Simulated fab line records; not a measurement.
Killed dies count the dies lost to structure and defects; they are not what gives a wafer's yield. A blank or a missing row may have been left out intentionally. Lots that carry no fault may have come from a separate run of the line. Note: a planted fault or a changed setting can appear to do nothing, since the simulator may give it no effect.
A lot that was struck, set against a sound lot :: flow gf180mcu :: 15 steps out of a route of 602
Sound: the wafers L596.1, L596.3, L596.4. Wafers L602.1, L602.3, L602.5 were the ones struck. The cause comes at the end.
Per side, at each step with rows, come the tool, then ch with its chambers, and then its first start. Under that, the readings that differ: sound wafers :: struck wafers :: difference of the means :: sigmas: that difference in standard deviations of wafers without a fault.
alike: words and numbers the same on both sides, and readings whose means are apart by under 2 such deviations; not compared: readings that were withheld, readings missing a value for some wafer, numbers with overlapping values and no deviation given by the record, and bounds like >300 which may hide the same value.
Wherever a step has rows on one side only, a row that says differs or no value, or a row with sigmas, the two part there. When numbers do not overlap yet have no deviation, they are printed without sigmas and do not part them. Lack of a reading on every wafer of one side parts them only where that side has two or more wafers.

GF_V5_THK_MEAS_25: measures by xrf.
  sound on film-metro-04, day 29 01:00; struck on film-metro-03, day 30 20:41
  alike: V5_W_THK
then, 1 step without rows for these wafers: GF_V5_CMP_26 (polishes, stops on SiO2, t overpolish 15 s, target thk 0 nm).
GF_TOP_METAL_SPUTTER_00: material Ti, target thk 37.5 nm, time 150 s.
  sound on pvd-sputter-04, day 29 01:22; struck on pvd-sputter-04, day 30 21:02
reading: throttle-valve-pct (%)
sound: 30.5 28.9 29.4
struck: 30.5 31.7 31.8
difference: +1.7
sigmas: +2
GF_TOP_METAL_SPUTTER_01: material TiN, target thk 30 nm, time 25 s.
  sound on pvd-sputter-04, day 29 01:28; struck on pvd-sputter-04, day 30 21:08
reading: throttle-valve-pct (%)
sound: 30.3 29.0 29.3
struck: 30.6 32.0 31.9
difference: +2.0
sigmas: +2
GF_TOP_METAL_SPUTTER_02: material AlCu, target thk 900 nm, time 47.82 s.
  sound on pvd-sputter-04, day 29 01:29; struck on pvd-sputter-04, day 30 21:10
reading: throttle-valve-pct (%)
sound: 30.4 28.8 29.5
struck: 30.4 31.9 31.9
difference: +1.8
sigmas: +2
GF_TOP_METAL_SPUTTER_03: material Ti, target thk 5 nm, time 3.3 s.
  sound on pvd-sputter-04, day 29 01:32; struck on pvd-sputter-04, day 30 21:13
reading: throttle-valve-pct (%)
sound: 30.4 28.7 29.3
struck: 30.6 31.8 31.5
difference: +1.8
sigmas: +2
GF_TOP_METAL_SPUTTER_04: material TiN, target thk 25 nm, time 20.8 s.
  sound on pvd-sputter-04, day 29 01:33; struck on pvd-sputter-04, day 30 21:14
reading: throttle-valve-pct (%)
sound: 30.4 28.9 29.3
struck: 30.5 31.9 31.7
difference: +1.8
sigmas: +2
GF_TOP_METAL_RS_MEAS_05: the measuring method here is four-point-probe.
  sound on film-metro-04, day 29 01:35; struck on film-metro-02, day 30 21:16
  alike: TOP_METAL_ALCU_RS
GF_TOP_METAL_THK_MEAS_06: measures by xrf.
  sound on film-metro-04, day 29 01:42; struck on film-metro-02, day 30 21:23
  alike: TOP_METAL_ALCU_THK
then, 3 steps without rows for these wafers: GF_TOP_METAL_DEHYDRATE_07 (time 60 s); GF_TOP_METAL_HMDS_08 (prime time 60 s); GF_TOP_METAL_COAT_09 (resist thk 1500 nm).
GF_TOP_METAL_SOFTBAKE_10: time 60 s.
  sound on litho-track-01 ch 0, day 29 10:46; struck on litho-track-01 ch 0, day 31 05:34
reading: heater-power-total-W (W)
sound: 56.55 56.62 56.63
struck: 57.26 57.28 57.25
difference: +0.66
sigmas: +16

reading: plate-temp-C (C)
sound: 89.97 89.87 89.83
struck: 90.82 90.82 90.89
difference: +0.95
sigmas: +8
then, 1 step without rows for these wafers: GF_TOP_METAL_EXPOSE_11 (exposes mask MetalTop, target cd 440 nm).
GF_PASSIVATION_PROBE_99:
  the record holds rows for the sound wafers here (prober-01, day 30 18:10) but none for the struck ones

## WHERE THEY PART
Earliest at GF_TOP_METAL_SPUTTER_00; latest, in this record, at GF_PASSIVATION_PROBE_99.

WHY: what the simulator had put in
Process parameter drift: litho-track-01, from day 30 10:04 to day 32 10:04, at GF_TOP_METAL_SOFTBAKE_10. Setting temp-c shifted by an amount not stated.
